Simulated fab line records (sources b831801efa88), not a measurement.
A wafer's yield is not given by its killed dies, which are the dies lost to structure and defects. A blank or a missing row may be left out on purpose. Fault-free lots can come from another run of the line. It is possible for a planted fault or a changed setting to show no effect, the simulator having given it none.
Struck lot and sound lot, side by side / flow sky130 / 17 steps out of a route of 708
Sound: these wafers, L723.3, L723.5, L723.6. Struck: wafers L729.1, L729.3, L729.4. The cause is named last.
Order at every step that has rows: each side's tool, ch and its chambers, its first start. Under that, the readings that differ: sound wafers / struck wafers / difference of the means / sigmas: that difference in standard deviations of wafers without a fault.
alike: readings whose means differ by less than 2 such deviations, and words and numbers that are the same on both sides. not compared: withheld readings, readings that some wafer has no value for, bounds like >300 that may hide the same value, and numbers for which the record gives no deviation and whose values overlap.
Wherever a step has rows on one side only, a row that says differs or no value, or a row with sigmas, the two part there. Non-overlapping numbers with no deviation appear without sigmas and do not part them. A reading that every wafer of one side lacks parts them only if that side has two wafers or more.

SKY_METAL4_SPUTTER_04: material TiN, target thk 70 nm, time 58.3 s.
  struck on pvd_sputter-02, day 44 01:51; sound on pvd_sputter-02, day 42 08:47
  alike: throttle_valve_pct
SKY_CAP2M_CVD_00: deposits SiO2, target thk 15.5 nm.
  sound on pecvd-04 ch 0,1,2, day 42 08:50; struck on pecvd-04 ch 1,2, day 44 01:54
  alike: heater_power_w
SKY_CAP2M_THK_MEAS_01:
  struck on film_metro-01, day 44 01:55; sound on film_metro-01, day 42 08:53
  alike: CAP2M_CVD_00_THK
SKY_CAP2M_SPUTTER_02: material TiN, target thk 200 nm, time 166.7 s.
  struck on pvd_sputter-03, day 44 01:59; sound on pvd_sputter-04, day 42 08:55
  alike: throttle_valve_pct
SKY_CAP2M_RS_MEAS_03: measures by four-point-probe.
  struck on film_metro-02, day 44 02:05; sound on film_metro-01, day 42 09:04
  alike: CAP2M_TIN_RS
SKY_CAP2M_THK_MEAS_04: measures by xrf.
  struck on film_metro-02, day 44 02:13; sound on film_metro-01, day 42 09:10
  alike: CAP2M_TIN_THK
then, 6 steps without rows for these wafers: SKY_CAP2M_DEHYDRATE_05 (time 60 s); SKY_CAP2M_HMDS_06 (prime time 60 s); SKY_CAP2M_COAT_07 (resist thk 1140 nm); SKY_CAP2M_SOFTBAKE_08 (time 60 s); SKY_CAP2M_EXPOSE_09 (exposes mask CAP2M, target cd 1000 nm); SKY_CAP2M_PEB_10.
SKY_CAP2M_DEVELOP_11: develop time 60 s.
  sound on litho_track-02 ch 0, day 43 07:58; struck on litho_track-02 ch 0, day 44 23:46
SKY_CAP2M_OVL_MEAS_12:
  struck on overlay-01, day 44 23:55; sound on overlay-01, day 43 08:04
  alike: CAP2M_OVL
SKY_CAP2M_METAL_ETCH_13: etches TiN in Cl2/BCl3, stops on SiO2, target depth 220 nm, time 62.9 s.
  sound on rie_metal-01 ch 0,1, day 43 08:07; struck on rie_metal-01 ch 0,1, day 44 23:56
reading=model.CAP2M.cd_nm (nm); sound=999.8 1000 998.9; struck=981.7 981.6 980.1; difference=-18.4; sigmas=
  alike: drypump_motor_current_A, oes_product_au, throttle_valve_pct
  not compared: rf_hours_counter_h
SKY_CAP2M_STRIP_14: strips in O2/N2.
  sound on plasma_asher-01 ch 0,1, day 43 08:12; struck on plasma_asher-04 ch 0,1, day 45 00:01
  alike: drypump_motor_current_A, oes_product_au, strip_time_to_endpoint_s
  not compared: rf_hours_counter_h
-- the record jumps here: 4 days lie between the struck wafers' starts before and after (it left off in module CAP2M and takes up again in module PAD_OPEN, whose first step shown is number 708 of the route) --
SKY_PAD_OPEN_PROBE_99:
  struck on prober-01, day 49 10:17; sound on prober-02, day 48 02:02
  alike: defect_limited_yield, killed_at_M0_to_M3, killed_at_M4_up, killed_at_contacts, killed_at_front_end, killed_at_other, killed_dies, killed_open, killed_short, sort_bin_3_pad_short, sort_bin_5_function, sort_bin_6_memory, sort_n_pass, sort_yield_pct

## WHERE THEY PART
Nowhere in this record.

WHY: what had been put in by the simulator
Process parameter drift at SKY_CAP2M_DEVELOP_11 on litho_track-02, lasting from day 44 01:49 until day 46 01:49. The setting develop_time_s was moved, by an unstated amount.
